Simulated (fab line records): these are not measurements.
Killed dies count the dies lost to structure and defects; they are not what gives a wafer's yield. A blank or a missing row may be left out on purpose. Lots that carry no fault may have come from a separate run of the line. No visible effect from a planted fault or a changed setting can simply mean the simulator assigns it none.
Comparing a struck lot with a sound one -- flow sky130 -- 16 out of 708 route steps
Sound: wafers L166.1, L166.2, L166.4. Struck: wafers L170.3, L170.5, L170.6. The cause comes at the end.
Each step with rows lists, per side, the tool, then ch with its chambers, then its first start. Under that, the readings that differ: sound wafers -- struck wafers -- difference of the means -- sigmas: that difference in standard deviations of wafers without a fault.
alike: words and numbers the same on both sides, and readings whose means are apart by under 2 such deviations; not compared: readings that were withheld, readings missing a value for some wafer, numbers with overlapping values and no deviation given by the record, and bounds like >300 which may hide the same value.
A row with sigmas, a row that says differs or no value, or rows on one side alone: a step with any of these is where the two part. When numbers do not overlap yet have no deviation, they are printed without sigmas and do not part them. Lack of a reading on every wafer of one side parts them only where that side has two or more wafers.

SKY_METAL5_SPUTTER_03: material Ti, target thk 5 nm, time 3.3 s.
  sound: pvd sputter-04 at day 43 01:04; struck: pvd sputter-03 at day 44 17:07
  alike: throttle valve pct
SKY_METAL5_SPUTTER_04: material TiN, target thk 70 nm, time 58.3 s.
  sound: pvd sputter-04 at day 43 01:05; struck: pvd sputter-03 at day 44 17:08
  alike: throttle valve pct
SKY_METAL5_RS_MEAS_05: measurement is done with a four-point probe.
  sound: film metro-04 at day 43 01:08; struck: film metro-02 at day 44 17:13
  alike: METAL5_ALCU_RS
SKY_METAL5_THK_MEAS_06: measures by xrf.
  sound: film metro-04 at day 43 01:15; struck: film metro-02 at day 44 17:19
  alike: METAL5_ALCU_THK
then, 7 steps without rows for these wafers: SKY_METAL5_DEHYDRATE_07 (time 60 s); SKY_METAL5_HMDS_08 (prime time 60 s); SKY_METAL5_COAT_09 (resist thk 1800 nm); SKY_METAL5_SOFTBAKE_10 (time 60 s); SKY_METAL5_EXPOSE_11 (exposes mask MM5, target cd 1600 nm); SKY_METAL5_PEB_12; SKY_METAL5_DEVELOP_13 (develop time 60 s).
SKY_METAL5_DESCUM_14: chemistry O2, time 11 s.
  sound on rie metal-03 ch 0,1, day 44 00:47; struck on rie metal-03 ch 0,1, day 45 14:41
  alike: drypump motor current A, oes product au, rf fwd power W
  not compared: rf hours counter h
SKY_METAL5_METAL_ETCH_15: etches the open film in Cl2/BCl3, stops on SiO2, target depth 1260 nm, time 252 s.
  sound on rie metal-03 ch 0,1, day 44 00:49; struck on rie metal-03 ch 0,1, day 45 14:47
reading,sound,struck,difference,sigmas
oes product au (a.u.),0.895 0.889 0.897,0.782 0.779 0.776,-0.115,-22
model.NOVOLAK_of_METAL5_COAT_09.thk nm (nm),1020 1016 1013,1310 1314 1306,+294,
model.etch.depth nm (nm),1258 1260 1259,983 965 978.1,-284,
model.METAL5.feature depth nm (nm),1258 1260 1259,983 965 978.1,-284,
  alike: drypump motor current A, rf fwd power W, throttle valve pct
  not compared: rf hours counter h
SKY_METAL5_STRIP_16: strips in O2/N2.
  sound on plasma asher-04 ch 0,1, day 44 01:03; struck on plasma asher-03 ch 0,1, day 45 14:58
reading,sound,struck,difference,sigmas
strip time to endpoint s (s),12.91 12.86 12.81,16.20 16.25 16.16,+3.34,+21
  alike: drypump motor current A, o2 flow sccm, oes product au
  not compared: rf hours counter h
then, 1 step without rows for these wafers: SKY_METAL5_STRIP_17 (strips in post etch residue remover, time 1200 s).
SKY_PAD_OPEN_PROBE_99:
  the record has rows for the struck wafers here (prober-02, day 47 11:32) and none for the sound ones

== WHERE THEY PART ==
Last at SKY_PAD_OPEN_PROBE_99 as far as this record goes, first at SKY_METAL5_METAL_ETCH_15.

WHY: what the simulator had put in
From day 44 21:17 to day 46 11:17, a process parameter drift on rie metal-03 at SKY_METAL5_METAL_ETCH_15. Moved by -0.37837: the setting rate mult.
